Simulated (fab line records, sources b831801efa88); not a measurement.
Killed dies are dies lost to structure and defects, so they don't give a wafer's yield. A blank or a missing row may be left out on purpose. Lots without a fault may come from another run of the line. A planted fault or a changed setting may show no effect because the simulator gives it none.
Which tool did it? | flow gf180mcu | 12 lots, 36 wafers sampled, at 5 steps of a route of 602

WHAT THE GAUGES READ, wafer by wafer
GF_PSD_RS_MEAS_14: measures by four-point-probe.
lot  | measured     | on            | NSD_RS (ohm/sq)
L821 | day 14 06:31 | film_metro-04 | 46.16 46.13 46.12
L822 | day 14 13:56 | film_metro-01 | 45.98 45.99 45.97
L823 | day 14 21:51 | film_metro-01 | 45.93 46.07 46.04
L824 | day 15 05:55 | film_metro-03 | 46.10 46.18 46.11
L825 | day 15 15:40 | film_metro-01 | 46.19 46.14 46.14
L826 | day 16 02:31 | film_metro-01 | 46.01 46.11 46.07
L832 | day 18 07:58 | film_metro-01 | 45.04 45.13 45.13 44.96 45.00 45.10
L835 | day 19 11:15 | film_metro-01 | 45.10 45.06 45.22 45.07 45.07 45.13
L836 | day 19 19:12 | film_metro-01 | 46.06 46.06 46.23
L841 | day 21 12:31 | film_metro-03 | 46.00 46.01 45.99
L843 | day 22 04:10 | film_metro-03 | 46.24 46.16 46.17
L844 | day 22 14:21 | film_metro-04 | 46.19 46.08 46.09

GF_PSD_RS_MEAS_15: measures by four-point-probe.
lot  | measured     | on            | PSD_RS (ohm/sq)
L821 | day 14 06:38 | film_metro-04 | 108.69 108.14 108.32
L822 | day 14 14:04 | film_metro-01 | 108.14 108.49 108.04
L823 | day 14 21:58 | film_metro-01 | 108.12 108.22 108.22
L824 | day 15 06:02 | film_metro-03 | 108.11 108.24 108.34
L825 | day 15 15:47 | film_metro-01 | 108.65 108.73 109.03
L826 | day 16 02:38 | film_metro-01 | 108.03 108.39 108.07
L832 | day 18 09:55 | film_metro-01 | 104.60 104.29 103.99 104.55 104.68 104.10
L835 | day 19 19:00 | film_metro-01 | 104.49 104.45 104.47 104.61 104.39 104.52
L836 | day 19 19:19 | film_metro-01 | 108.61 108.58 108.56
L841 | day 21 12:38 | film_metro-03 | 108.42 108.15 108.64
L843 | day 22 04:17 | film_metro-03 | 108.62 108.69 108.33
L844 | day 22 14:28 | film_metro-04 | 109.04 108.98 108.46

GF_CONTACT_OVL_MEAS_15.
lot  | measured     | on         | CONTACT_OVL (nm)
L821 | day 16 03:13 | overlay-01 | -3 -3 -7
L822 | day 16 09:47 | overlay-02 | 1 -3 3
L823 | day 16 18:59 | overlay-01 | 5 0 -2
L824 | day 17 04:29 | overlay-01 | -6 -4 -5
L825 | day 17 14:35 | overlay-02 | -6 -7 2
L826 | day 18 02:19 | overlay-02 | -15 -10 -7
L832 | day 20 10:38 | overlay-01 | -12 -2 -4
L835 | day 21 13:14 | overlay-01 | 3 -6 -4
L836 | day 21 21:37 | overlay-02 | -7 -3 4
L841 | day 23 13:16 | overlay-02 | 0 -2 -3
L843 | day 24 03:22 | overlay-01 | 10 5 9
L844 | day 24 13:41 | overlay-02 | 2 2 -3

WHICH TOOL RAN EACH LOT (tool, then ch and the chambers of the sampled wafers, then the start)
lot  | GF_PSD_RTA_13                    | GF_SALICIDE_RTA_06
L821 | rtp_anneal-02 ch 0, day 14 06:25 | rtp_anneal-02 ch 0, day 15 04:34
L822 | rtp_anneal-02 ch 0, day 14 13:51 | rtp_anneal-02 ch 0, day 15 11:22
L823 | rtp_anneal-02 ch 0, day 14 21:46 | rtp_anneal-02 ch 0, day 15 19:37
L824 | rtp_anneal-01 ch 0, day 15 05:50 | rtp_anneal-02 ch 0, day 16 04:29
L825 | rtp_anneal-02 ch 0, day 15 15:35 | rtp_anneal-01 ch 0, day 16 14:26
L826 | rtp_anneal-01 ch 0, day 16 02:25 | rtp_anneal-01 ch 0, day 17 01:59
L832 | rtp_anneal-02 ch 0, day 18 07:52 | rtp_anneal-01 ch 0, day 19 08:44
L835 | rtp_anneal-02 ch 0, day 19 11:10 | rtp_anneal-02 ch 0, day 20 12:14
L836 | rtp_anneal-01 ch 0, day 19 19:07 | rtp_anneal-02 ch 0, day 20 20:04
L841 | rtp_anneal-01 ch 0, day 21 12:26 | rtp_anneal-02 ch 0, day 22 13:04
L843 | rtp_anneal-02 ch 0, day 22 04:05 | rtp_anneal-02 ch 0, day 23 03:38
L844 | rtp_anneal-02 ch 0, day 22 14:16 | rtp_anneal-02 ch 0, day 23 14:11
- GF_PSD_RTA_13: time 20 s.
- GF_SALICIDE_RTA_06: time 30 s.

WHAT THE TOOLS THEMSELVES READ (means of the sampled wafers that have a number; where no wafer has one, the mark that the record gives instead)
GF_PSD_RTA_13.
lot  | tool          | lamp_power_pct (%) | wafer_temp_C_max
L821 | rtp_anneal-02 | 37.9               | 1029.0
L822 | rtp_anneal-02 | 37.9               | 1029.7
L823 | rtp_anneal-02 | 37.9               | 1029.6
L824 | rtp_anneal-01 | 32.6               | 1030.1
L825 | rtp_anneal-02 | 37.9               | 1029.4
L826 | rtp_anneal-01 | 32.6               | 1030.0
L832 | rtp_anneal-02 | 38.6               | 1037.1
L835 | rtp_anneal-02 | 38.7               | 1036.2
L836 | rtp_anneal-01 | 32.7               | 1030.6
L841 | rtp_anneal-01 | 32.7               | 1030.0
L843 | rtp_anneal-02 | 37.8               | 1028.9
L844 | rtp_anneal-02 | 37.9               | 1029.2

GF_SALICIDE_RTA_06.
lot  | tool          | lamp_power_pct (%) | wafer_temp_C_max
L821 | rtp_anneal-02 | 6.9                | 532.0
L822 | rtp_anneal-02 | 6.9                | 532.2
L823 | rtp_anneal-02 | 6.9                | 533.1
L824 | rtp_anneal-02 | 6.9                | 532.1
L825 | rtp_anneal-01 | 5.9                | 531.9
L826 | rtp_anneal-01 | 5.9                | 532.8
L832 | rtp_anneal-01 | 5.9                | 533.1
L835 | rtp_anneal-02 | 6.9                | 532.4
L836 | rtp_anneal-02 | 6.9                | 532.4
L841 | rtp_anneal-02 | 6.9                | 532.2
L843 | rtp_anneal-02 | 6.9                | 532.8
L844 | rtp_anneal-02 | 6.9                | 531.6

THE ANSWER, worked out from the rows above alone
Rule: what is usual is taken from the lots themselves. Put in order of their means at a reading, lots are off if they are a third of the lots or fewer, leave a main group of 4 or more, and stand apart from it by a gap of 3 or more times the standard deviation of the main group's means; of several such gaps the widest counts. A main group whose means are all the same, to the digits that the tables above print for the reading, isn't used. A lot without any number at a reading at which 4 lots or more have one is off too. The other lots that the step has rows for count as sound. The gauges are gone through in route order, then the tools' own readings, and for those a lot's mean is taken as printed above. The first step at which some lot is off is used, and at that step the reading that is off furthest; a lot without a number counts as furthest.
Off: L832, L835, at GF_PSD_RS_MEAS_14 (NSD_RS). The main group: mean 46.09 ohm/sq, standard deviation 0.068.
A tool fits if, at a process step before that reading, it ran every lot that is off, and no sound lot after the first of them. The gauges at GF_PSD_RS_MEAS_14 aren't tried: what is off there is off at GF_PSD_RTA_13 too, on other tools, and a gauge's error can't cause that. None of those tried fits.

WHAT THE SIMULATOR HAD PUT IN
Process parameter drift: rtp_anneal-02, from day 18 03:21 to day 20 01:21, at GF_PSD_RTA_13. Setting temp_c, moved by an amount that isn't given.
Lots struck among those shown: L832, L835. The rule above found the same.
